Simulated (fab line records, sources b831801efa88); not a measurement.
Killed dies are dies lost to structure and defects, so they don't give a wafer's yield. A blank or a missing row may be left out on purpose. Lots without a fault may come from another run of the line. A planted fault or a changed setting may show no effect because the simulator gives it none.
Which tool did it? | flow sky130 | 24 lots, 72 wafers sampled, at 6 steps of a route of 708

WHAT THE GAUGES READ, wafer by wafer
SKY_NWELL_RS_MEAS_29: measures by four-point-probe.
lot  | measured     | on            | NWELL_RS (ohm/sq)
L074 | day 5 05:04  | film_metro-01 | 626.1 624.6 624.3
L075 | day 5 17:14  | film_metro-01 | 625.3 625.1 624.8
L076 | day 5 22:16  | film_metro-03 | 624.9 623.0 625.2
L077 | day 6 04:55  | film_metro-01 | 625.5 625.5 625.1
L078 | day 6 12:04  | film_metro-02 | 624.8 626.4 627.4
L079 | day 6 15:55  | film_metro-03 | 624.1 623.3 624.7
L080 | day 6 23:22  | film_metro-01 | 621.7 623.0 621.6
L081 | day 7 00:04  | film_metro-03 | 626.9 626.0 626.3
L082 | day 7 07:49  | film_metro-03 | 622.3 623.5 622.0
L083 | day 7 15:35  | film_metro-02 | 626.5 627.7 625.9
L084 | day 8 03:16  | film_metro-03 | 626.4 624.7 625.7
L085 | day 8 09:06  | film_metro-02 | 624.6 625.0 625.6
L086 | day 8 15:22  | film_metro-01 | 624.4 623.0 623.7
L087 | day 8 21:04  | film_metro-01 | 623.7 620.9 623.3
L088 | day 8 23:52  | film_metro-03 | 626.6 623.8 626.5
L089 | day 9 07:38  | film_metro-01 | 624.8 625.1 625.7
L090 | day 9 14:16  | film_metro-03 | 622.5 622.2 623.4
L091 | day 9 17:47  | film_metro-02 | 624.8 623.4 621.8
L092 | day 10 00:31 | film_metro-03 | 625.6 624.0 624.0
L093 | day 10 03:37 | film_metro-01 | 625.9 626.0 623.2
L094 | day 10 07:52 | film_metro-03 | 624.3 623.4 625.6
L095 | day 10 13:38 | film_metro-01 | 624.4 624.8 628.0
L096 | day 10 21:20 | film_metro-02 | 627.3 627.2 625.8
L097 | day 11 02:43 | film_metro-01 | 623.1 625.4 623.7

SKY_RES_XHIGH_TW_MEAS_09.
lot  | measured     | on            | RES_XHIGH_TW
L074 | day 26 06:52 | film_metro-04 | 1654 1652 1656
L075 | day 27 00:52 | film_metro-01 | 1633 1628 1632
L076 | day 27 13:13 | film_metro-02 | 1599 1610 1604
L077 | day 27 20:54 | film_metro-01 | 1638 1629 1630
L078 | day 28 02:31 | film_metro-01 | 1624 1635 1640
L079 | day 28 14:55 | film_metro-01 | 1631 1638 1641
L080 | day 28 22:56 | film_metro-01 | 1633 1630 1637
L081 | day 29 16:29 | film_metro-02 | 1624 1608 1607
L082 | day 29 14:47 | film_metro-01 | 1630 1640 1646
L083 | day 29 20:18 | film_metro-01 | 1642 1643 1643
L084 | day 30 15:28 | film_metro-04 | 1652 1644 1651
L085 | day 30 17:30 | film_metro-02 | 1627 1627 1630
L086 | day 31 01:38 | film_metro-04 | 1641 1646 1645
L087 | day 31 09:43 | film_metro-04 | 1653 1644 1662
L088 | day 31 17:18 | film_metro-02 | 1602 1612 1607
L089 | day 32 05:24 | film_metro-01 | 1630 1629 1632
L090 | day 32 13:08 | film_metro-01 | 1636 1637 1635
L091 | day 32 14:03 | film_metro-02 | 1609 1612 1616
L092 | day 32 23:35 | film_metro-04 | 1656 1652 1647
L093 | day 33 03:40 | film_metro-01 | 1634 1632 1635
L094 | day 33 09:50 | film_metro-02 | 1608 1608 1611
L095 | day 33 14:01 | film_metro-04 | 1658 1659 1653
L096 | day 33 22:54 | film_metro-04 | 1653 1645 1656
L097 | day 34 06:41 | film_metro-01 | 1632 1632 1636

SKY_CONTACT_THK_MEAS_26: measures by xrf.
lot  | measured     | on            | CONTACT_W_THK (nm)
L074 | day 31 06:08 | film_metro-03 | 357 348 344
L075 | day 31 23:41 | film_metro-03 | 341 336 343
L076 | day 32 10:04 | film_metro-03 | 338 358 359
L077 | day 32 17:38 | film_metro-04 | 358 346 359
L078 | day 33 01:07 | film_metro-04 | 348 342 343
L079 | day 33 11:22 | film_metro-04 | 336 344 341
L080 | day 33 18:43 | film_metro-03 | 355 351 345
L081 | day 34 10:31 | film_metro-04 | 343 343 356
L082 | day 34 09:52 | film_metro-03 | 350 351 348
L083 | day 34 14:56 | film_metro-04 | 340 349 340
L084 | day 35 08:57 | film_metro-01 | 340 345 336
L085 | day 35 11:10 | film_metro-01 | 343 340 347
L086 | day 35 19:04 | film_metro-03 | 356 353 345
L087 | day 36 04:13 | film_metro-04 | 365 349 351
L088 | day 36 09:29 | film_metro-03 | 340 348 345
L089 | day 36 20:31 | film_metro-03 | 348 345 350
L090 | day 37 04:15 | film_metro-03 | 348 353 344
L091 | day 37 05:40 | film_metro-01 | 335 341 344
L092 | day 37 14:20 | film_metro-01 | 351 341 344
L093 | day 37 18:33 | film_metro-03 | 365 356 351
L094 | day 37 23:05 | film_metro-03 | 346 353 356
L095 | day 38 03:56 | film_metro-04 | 340 351 344
L096 | day 38 13:12 | film_metro-03 | 342 341 344
L097 | day 38 20:07 | film_metro-01 | 350 356 342

SKY_CAPM_OVL_MEAS_12.
lot  | measured     | on         | CAPM_OVL (nm)
L074 | day 37 02:21 | overlay-01 | -1.2 0.2 0.6
L075 | day 37 18:56 | overlay-02 | 0.2 3.3 1.3
L076 | day 38 05:08 | overlay-02 | 1.5 1.0 2.3
L077 | day 38 12:26 | overlay-02 | 1.8 2.0 2.3
L078 | day 38 19:13 | overlay-02 | 0.5 1.8 -0.2
L079 | day 39 04:54 | overlay-02 | 1.5 0.4 -2.0
L080 | day 39 12:10 | overlay-01 | -1.5 0.5 -1.2
L081 | day 40 00:52 | overlay-01 | 0.7 2.9 0.1
L082 | day 40 00:43 | overlay-01 | 0.8 1.9 2.2
L083 | day 40 05:56 | overlay-02 | 1.4 -1.0 1.4
L084 | day 40 22:13 | overlay-01 | -1.6 -1.6 -1.1
L085 | day 40 23:37 | overlay-02 | -0.7 0.6 -0.1
L086 | day 41 08:32 | overlay-02 | -1.3 0.4 -2.0
L087 | day 41 16:09 | overlay-02 | -1.2 0.0 -1.0
L088 | day 41 18:59 | overlay-01 | -0.3 -1.5 -2.2
L089 | day 42 07:41 | overlay-01 | -0.1 -1.5 0.9
L090 | day 42 12:49 | overlay-01 | 4.0 1.1 0.2
L091 | day 42 14:14 | overlay-02 | -0.7 2.2 1.1
L092 | day 42 21:58 | overlay-01 | 0.4 0.2 -0.5
L093 | day 43 03:43 | overlay-01 | 0.2 -0.6 -0.9
L094 | day 43 06:44 | overlay-01 | -1.0 2.1 -0.2
L095 | day 43 11:54 | overlay-02 | 2.1 1.9 0.2
L096 | day 43 18:50 | overlay-01 | -0.3 0.3 -1.6
L097 | day 44 01:16 | overlay-02 | -2.1 -1.7 -1.4

WHICH TOOL RAN EACH LOT (tool, then ch and the chambers of the sampled wafers, then the start)
lot  | SKY_CONTACT_ETCH_18                           | SKY_METAL1_SPUTTER_00
L074 | rie_diel-02 ch 0,3, day 31 06:08 or earlier   | pvd_sputter-03, day 31 06:29
L075 | rie_diel-04 ch 1,2,3, day 31 23:41 or earlier | pvd_sputter-04, day 32 00:02
L076 | rie_diel-03 ch 0,1,3, day 32 10:04 or earlier | pvd_sputter-02, day 32 10:25
L077 | rie_diel-04 ch 1,3, day 32 17:38 or earlier   | pvd_sputter-03, day 32 18:00
L078 | rie_diel-04 ch 1,2,3, day 33 01:07 or earlier | pvd_sputter-04, day 33 01:28
L079 | rie_diel-02 ch 0,2,3, day 33 11:22 or earlier | pvd_sputter-02, day 33 11:43
L080 | rie_diel-04 ch 1,2,3, day 33 18:43 or earlier | pvd_sputter-04, day 33 19:04
L081 | rie_diel-02 ch 0,1,3, day 34 10:31 or earlier | pvd_sputter-02, day 34 10:51
L082 | rie_diel-03 ch 0,1,3, day 34 09:52 or earlier | pvd_sputter-03, day 34 10:13
L083 | rie_diel-02 ch 0,1,3, day 34 14:56 or earlier | pvd_sputter-03, day 34 15:17
L084 | rie_diel-03 ch 0,1,3, day 35 08:57 or earlier | pvd_sputter-02, day 35 09:17
L085 | rie_diel-03 ch 0,2,3, day 35 11:10 or earlier | pvd_sputter-02, day 35 11:31
L086 | rie_diel-04 ch 2,3, day 35 19:04 or earlier   | pvd_sputter-02, day 35 19:24
L087 | rie_diel-04 ch 0,1, day 36 04:13 or earlier   | pvd_sputter-03, day 36 04:34
L088 | rie_diel-04 ch 0,2,3, day 36 09:29 or earlier | pvd_sputter-04, day 36 09:51
L089 | rie_diel-03 ch 0,3, day 36 20:31 or earlier   | pvd_sputter-04, day 36 20:52
L090 | rie_diel-04 ch 1,2,3, day 37 04:15 or earlier | pvd_sputter-02, day 37 04:37
L091 | rie_diel-02 ch 0,1,3, day 37 05:40 or earlier | pvd_sputter-04, day 37 06:01
L092 | rie_diel-02 ch 0,2,3, day 37 14:20 or earlier | pvd_sputter-02, day 37 14:40
L093 | rie_diel-03 ch 0,1,2, day 37 18:33 or earlier | pvd_sputter-04, day 37 18:55
L094 | rie_diel-04 ch 0,1,2, day 37 23:05 or earlier | pvd_sputter-03, day 37 23:27
L095 | rie_diel-02 ch 0,1, day 38 03:56 or earlier   | pvd_sputter-02, day 38 04:16
L096 | rie_diel-03 ch 0,3, day 38 13:12 or earlier   | pvd_sputter-02, day 38 13:33
L097 | rie_diel-04 ch 0,1, day 38 20:07 or earlier   | pvd_sputter-03, day 38 20:29
- SKY_CONTACT_ETCH_18: etches Si3N4 in CHF3/O2, stops on TiN, time 39 s, target depth 75 nm.
- SKY_METAL1_SPUTTER_00: material Ti, target thk 15 nm, time 10 s.

WHAT THE TOOLS THEMSELVES READ (means of the sampled wafers that have a number; where no wafer has one, the mark that the record gives instead)
SKY_CONTACT_ETCH_18.
lot  | tool        | drypump_motor_current_A (A) | oes_product_au (a.u.) | throttle_valve_pct (%)
L074 | rie_diel-02 | 5.7                         | 0.857                 | 8.794
L075 | rie_diel-04 | 6.1                         | 0.847                 | 8.785
L076 | rie_diel-03 | 5.6                         | 0.847                 | 8.785
L077 | rie_diel-04 | 5.9                         | 0.858                 | 8.797
L078 | rie_diel-04 | 6.2                         | 0.853                 | 8.796
L079 | rie_diel-02 | 5.6                         | 0.851                 | 8.788
L080 | rie_diel-04 | 6.2                         | 0.848                 | 8.786
L081 | rie_diel-02 | 5.8                         | 0.863                 | 8.803
L082 | rie_diel-03 | 5.6                         | 0.855                 | 8.787
L083 | rie_diel-02 | 5.8                         | 0.866                 | 8.790
L084 | rie_diel-03 | 5.6                         | 0.858                 | 8.792
L085 | rie_diel-03 | 5.6                         | 0.852                 | 8.790
L086 | rie_diel-04 | 5.8                         | 0.856                 | 8.783
L087 | rie_diel-04 | 6.3                         | 0.857                 | 8.793
L088 | rie_diel-04 | 5.8                         | 0.854                 | 8.793
L089 | rie_diel-03 | 5.6                         | 0.852                 | 8.792
L090 | rie_diel-04 | 6.2                         | 0.858                 | 8.796
L091 | rie_diel-02 | 5.8                         | 0.852                 | 8.782
L092 | rie_diel-02 | 5.7                         | 0.852                 | 8.798
L093 | rie_diel-03 | 5.7                         | 0.860                 | 8.790
L094 | rie_diel-04 | 6.2                         | 0.860                 | 8.784
L095 | rie_diel-02 | 5.8                         | 0.853                 | 8.803
L096 | rie_diel-03 | 5.6                         | 0.860                 | 8.793
L097 | rie_diel-04 | 6.3                         | 0.855                 | 8.789

SKY_METAL1_SPUTTER_00.
lot  | tool           | chamber_pressure_pa (Pa) | throttle_valve_pct (%)
L074 | pvd_sputter-03 | 0.3998                   | 29.8
L075 | pvd_sputter-04 | 0.4008                   | 29.5
L076 | pvd_sputter-02 | 0.4005                   | 29.0
L077 | pvd_sputter-03 | 0.4003                   | 29.7
L078 | pvd_sputter-04 | 0.4010                   | 29.7
L079 | pvd_sputter-02 | 0.3999                   | 28.9
L080 | pvd_sputter-04 | 0.3999                   | 29.1
L081 | pvd_sputter-02 | 0.4013                   | 28.5
L082 | pvd_sputter-03 | 0.3995                   | 29.8
L083 | pvd_sputter-03 | 0.3998                   | 30.7
L084 | pvd_sputter-02 | 0.4011                   | 29.5
L085 | pvd_sputter-02 | 0.4000                   | 28.9
L086 | pvd_sputter-02 | 0.4002                   | 29.6
L087 | pvd_sputter-03 | 0.3998                   | 30.4
L088 | pvd_sputter-04 | 0.4000                   | 29.7
L089 | pvd_sputter-04 | 0.4008                   | 29.6
L090 | pvd_sputter-02 | 0.4002                   | 29.5
L091 | pvd_sputter-04 | 0.4001                   | 29.7
L092 | pvd_sputter-02 | 0.4000                   | 29.6
L093 | pvd_sputter-04 | 0.3996                   | 29.6
L094 | pvd_sputter-03 | 0.3996                   | 29.5
L095 | pvd_sputter-02 | 0.4004                   | 29.7
L096 | pvd_sputter-02 | 0.4009                   | 29.0
L097 | pvd_sputter-03 | 0.4006                   | 30.9

THE ANSWER, worked out from the rows above alone
Rule: what is usual is taken from the lots themselves. Put in order of their means at a reading, lots are off if they are a third of the lots or fewer, leave a main group of 4 or more, and stand apart from it by a gap of 3 or more times the standard deviation of the main group's means; of several such gaps the widest counts. A main group whose means are all the same, to the digits that the tables above print for the reading, isn't used. A lot without any number at a reading at which 4 lots or more have one is off too. The other lots that the step has rows for count as sound. The gauges are gone through in route order, then the tools' own readings, and for those a lot's mean is taken as printed above. The first step at which some lot is off is used, and at that step the reading that is off furthest; a lot without a number counts as furthest.
No lot is off at any reading shown: from this, nothing can be told.

WHAT THE SIMULATOR HAD PUT IN
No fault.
